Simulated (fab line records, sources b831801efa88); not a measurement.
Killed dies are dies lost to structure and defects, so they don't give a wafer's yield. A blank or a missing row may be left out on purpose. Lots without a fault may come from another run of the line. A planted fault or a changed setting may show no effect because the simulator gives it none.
Which tool did it? | flow sky130 | 12 lots, 36 wafers sampled, at 1 step of a route of 708

WHAT THE GAUGES READ, wafer by wafer
SKY_CAPM_THK_MEAS_04: measures by xrf.
lot  | measured     | on            | CAPM_TIN_THK (nm)
L075 | day 36 10:08 | film_metro-04 | 201.7 200.6 200.8
L076 | day 38 05:14 | film_metro-04 | 196.4 194.2 198.6
L080 | day 38 13:50 | film_metro-02 | 199.5 202.7 199.2
L082 | day 38 21:40 | film_metro-02 | 200.2 202.0 201.6
L084 | day 39 06:04 | film_metro-02 | 198.6 203.9 201.1
L085 | day 39 15:16 | film_metro-04 | 199.1 194.6 199.1
L087 | day 40 05:46 | film_metro-02 | 193.5 199.2 194.4
L089 | day 40 16:38 | film_metro-01 | 201.2 200.8 198.9
L091 | day 41 06:01 | film_metro-02 | 194.5 198.3 194.4
L093 | day 42 01:02 | film_metro-01 | 199.5 202.9 201.3
L095 | day 42 08:16 | film_metro-01 | 198.4 195.8 192.8
L097 | day 42 22:27 | film_metro-01 | 197.9 198.8 198.2

WHICH TOOL RAN EACH LOT (tool, then ch and the chambers of the sampled wafers, then the start)
The record holds no process step before these readings.

THE ANSWER, worked out from the rows above alone
Rule: what is usual is taken from the lots themselves. Put in order of their means at a reading, lots are off if they are a third of the lots or fewer, leave a main group of 4 or more, and stand apart from it by a gap of 3 or more times the standard deviation of the main group's means; of several such gaps the widest counts. A main group whose means are all the same, to the digits that the tables above print for the reading, isn't used. A lot without any number at a reading at which 4 lots or more have one is off too. The other lots that the step has rows for count as sound.
No lot is off at any reading shown: from this, nothing can be told.

WHAT THE SIMULATOR HAD PUT IN
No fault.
